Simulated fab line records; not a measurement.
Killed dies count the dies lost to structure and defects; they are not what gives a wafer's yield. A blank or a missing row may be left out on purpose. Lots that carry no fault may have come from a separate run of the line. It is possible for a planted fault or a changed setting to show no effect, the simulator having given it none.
Comparing a struck lot with a sound one / flow sky130 / 17 out of 708 route steps
Sound: these wafers, L599.1, L599.2, L599.4. Wafers L608.3, L608.4, L608.5 were the ones struck. The cause comes at the end.
For every step that has rows: the tool of each side, followed by ch and its chambers, followed by its first start. Under that, the readings that differ: sound wafers / struck wafers / difference of the means / sigmas: that difference in standard deviations of wafers without a fault.
alike: readings whose means differ by less than 2 such deviations, and words and numbers that are the same on both sides. not compared: withheld readings, readings that some wafer has no value for, bounds like >300 that may hide the same value, and numbers for which the record gives no deviation and whose values overlap.
Wherever a step has rows on one side only, a row that says differs or no value, or a row with sigmas, the two part there. When numbers do not overlap yet have no deviation, they are printed without sigmas and do not part them. A reading that every wafer of one side lacks parts them only if that side has two wafers or more.

first, 1 step without rows for these wafers: SKY_VT_ADJUST_NCORE_IMPLANT_09.
SKY_VT_ADJUST_NCORE_STRIP_10: strips in O2/N2.
  sound on plasma asher-04 ch 0,1, day 10 23:52; struck on plasma asher-04 ch 0,1, day 13 13:01
reading=strip time to endpoint s (s); sound=14.10 14.11 14.11; struck=14.26 14.21 14.23; difference=+0.13; sigmas=+3
  alike: drypump motor current A, oes product au
  not compared: rf hours counter h
SKY_VT_ADJUST_NCORE_TW_MEAS_11:
  struck on film metro-04, day 13 13:07; sound on film metro-04, day 10 23:58
  alike: VT_ADJUST_NCORE_TW
then, 7 steps without rows for these wafers: SKY_VT_ADJUST_HVTR_DEHYDRATE_00 (time 60 s); SKY_VT_ADJUST_HVTR_HMDS_01 (prime time 60 s); SKY_VT_ADJUST_HVTR_COAT_02 (resist thk 1140 nm); SKY_VT_ADJUST_HVTR_SOFTBAKE_03 (time 60 s); SKY_VT_ADJUST_HVTR_EXPOSE_04 (exposes mask HVTRM, target cd 380 nm); SKY_VT_ADJUST_HVTR_PEB_05; SKY_VT_ADJUST_HVTR_DEVELOP_06 (develop time 60 s).
SKY_VT_ADJUST_HVTR_CD_MEAS_07: the cd target is 380 nm.
  struck on cd sem-01, day 14 15:18; sound on cd sem-01, day 11 23:10
  alike: cd nm
SKY_VT_ADJUST_HVTR_OVL_MEAS_08:
  struck on overlay-02, day 14 15:24; sound on overlay-02, day 11 23:17
  alike: VT_ADJUST_HVTR_OVL
SKY_VT_ADJUST_HVTR_IMPLANT_09:
  sound on implanter-02 ch 0, day 11 23:19; struck on implanter-04 ch 0, day 14 15:28
reading=dose ions cm2; sound=2.0988e+12 2.0977e+12 2.0985e+12; struck=1.5178e+12 1.5205e+12 1.5172e+12; difference=-5.7983e+11; sigmas=-99 or more
reading=faraday current uA; sound=11.54 11.41 11.38; struck=8.54 8.50 8.73; difference=-2.85; sigmas=-12
  alike: beam on s, end station pressure torr
SKY_VT_ADJUST_HVTR_STRIP_10: strips in O2/N2.
  sound on plasma asher-03 ch 0,1, day 11 23:28; struck on plasma asher-02 ch 0,1, day 14 15:36
  alike: drypump motor current A, oes product au, strip time to endpoint s
  not compared: rf hours counter h
SKY_VT_ADJUST_HVTR_TW_MEAS_11:
  struck on film metro-04, day 14 15:41; sound on film metro-04, day 11 23:34
reading=VT_ADJUST_HVTR_TW; sound=213.1 213.1 213.9; struck=194.2 194.5 195.5; difference=-18.6; sigmas=-23
then, 1 step without rows for these wafers: SKY_VT_ADJUST_PCH_DEHYDRATE_00 (time 60 s).
-- the record jumps here: 35 days lie between the struck wafers' starts before and after (it left off in module VT_ADJUST_PCH and takes up again in module PAD_OPEN, whose first step shown is number 708 of the route) --
SKY_PAD_OPEN_PROBE_99:
  struck on prober-01, day 49 21:57; sound on prober-01, day 47 23:17
reading=model.etest.pfet_01v8_mvt.drive ua um; sound=154.2 150.9 152; struck=147.1 144.2 141.8; difference=-8.0; sigmas=
reading=model.etest.pfet_01v8_mvt.off log10 a um; sound=-10.92 -11.07 -11.15; struck=-11.34 -11.43 -11.45; difference=-0.36; sigmas=
reading=model.etest.pfet_01v8_mvt.vt sat v (V); sound=-0.585 -0.5917 -0.5839; struck=-0.6225 -0.6231 -0.6294; difference=-0.0381; sigmas=
reading=model.etest.pfet_01v8_mvt.vt v (V); sound=-0.6687 -0.6747 -0.6667; struck=-0.7003 -0.7039 -0.7045; difference=-0.0329; sigmas=
reading=model.etest.pfet_01v8_mvt.vt long v (V); sound=-0.8733 -0.8778 -0.8658; struck=-0.9038 -0.9058 -0.9047; difference=-0.0325; sigmas=
  alike: killed_at_M0_to_M3, killed_at_M4_up, killed at contacts, killed at front end, killed at other, killed dies, killed on rim, killed open, killed short

== WHERE THEY PART ==
Last at SKY_VT_ADJUST_HVTR_TW_MEAS_11 as far as this record goes, first at SKY_VT_ADJUST_NCORE_STRIP_10. Later steps at which nothing parts them and some readings are alike: SKY_PAD_OPEN_PROBE_99.

WHY: the cause the simulator had injected
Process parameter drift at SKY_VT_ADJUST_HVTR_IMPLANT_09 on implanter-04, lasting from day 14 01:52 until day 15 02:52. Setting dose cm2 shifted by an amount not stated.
